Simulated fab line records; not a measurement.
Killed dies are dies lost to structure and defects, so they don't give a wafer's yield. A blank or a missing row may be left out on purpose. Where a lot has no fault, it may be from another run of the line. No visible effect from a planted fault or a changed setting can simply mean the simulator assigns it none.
Problem report in the 8D (eight disciplines) form, filled by code    flow sfqLine    the parts of the form that need people (team, actions taken, sign-off) are left out

1. THE ISSUE
Wafers without a fault read 0.686 a.u., standard deviation 0.0044; oesProductAu at SFQ_TRILAYER_R5_BARC_OPEN_METAL_ETCH_177 reads a mean of 0.759 a.u. on 3 wafers belonging to 3 lots. That is +17 standard deviations from the usual mean.
The step: etches BARC in O2, target depth 125 nm, time 41.7 s.
First observed at day 64 06:35: wafer L226.2, on rieMetal-02. The record has a number at this step for 43 wafers belonging to 15 lots. By rule, "out" or "out of limits" means more than 4 standard deviations away from the usual mean. The rest of the wafers with a number are treated as sound.

2. WHAT IT IS; WHAT IT IS NOT
question                     is                        is not
which readings at this step  oesProductAu, runLengthS  drypumpMotorCurrentA
which lots                   L226, L227, L228          L213, L214, L215, L217, L218, L220, L223, L231, L232, L233, L235, L236
which wafers of those lots   L226.2, L227.3, L228.3    L226.1, L226.5, L227.4, L228.1
read on which tools          rieMetal-02               rieMetal-01, rieMetal-04
when                         from day 64 06:35         up to then (23 sound wafers); but 17 sound wafers of L227, L228, L231, L232, L233, L235, L236 came after

3. THE SUSPECTS, EACH WITH WHAT RULES IT OUT
Counting: any tool at a process step up to the reading remains a suspect provided it ran every lot that is out. Sound lots after the first of them don't rule it out here, since some wafers of a struck lot are sound.
- rieMetal-02 at SFQ_TRILAYER_R5_BARC_OPEN_METAL_ETCH_177 (etches BARC in O2, target depth 125 nm, time 41.7 s): kept. Every lot that is out went through it, the first being L226 (day 64 06:35); the last sound lot it ran before that was L218 (day 57 13:26). Out on those wafers are its own readings of oesProductAu, runLengthS.
After counting, what remains is rieMetal-02 at SFQ_TRILAYER_R5_BARC_OPEN_METAL_ETCH_177.

4. THE CAUSE (what the simulator had put in)
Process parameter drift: rieMetal-02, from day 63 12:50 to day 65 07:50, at SFQ_TRILAYER_R5_BARC_OPEN_METAL_ETCH_177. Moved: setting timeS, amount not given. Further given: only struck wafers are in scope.
After counting, this tool was the only one left.

5. THE EFFECT CHAIN, in route order
Rows list readings where the struck wafers' mean (over those with a number) sits beyond 3 standard deviations from the usual. Only readings whose record carries a usual standard deviation are examined. hours: median over the lots of the time between each lot's start at the first step of this table that gives one and its start at this step. sigmas: the change, counted in usual standard deviations.
hours  step                                      reading       usual       on struck wafers  change  sigmas
0      SFQ_TRILAYER_R5_BARC_OPEN_METAL_ETCH_177  oesProductAu  0.686 a.u.  0.759             +0.073  +17
0      SFQ_TRILAYER_R5_BARC_OPEN_METAL_ETCH_177  runLengthS    70.1 s      65.2              -4.9    -11
Its process steps:
- SFQ_TRILAYER_R5_BARC_OPEN_METAL_ETCH_177: etches BARC in O2, target depth 125 nm, time 41.7 s.
Later steps that measure or inspect, where all struck wafers having a row at the step show a number for every such reading and not one has moved that far: SFQ_I5_OVL_MEAS_936.

6. HOW IT WOULD HAVE BEEN CAUGHT EARLIER
The fault began at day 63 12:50; the first out-of-limits reading in this record came at day 64 06:35, 18 hours later.
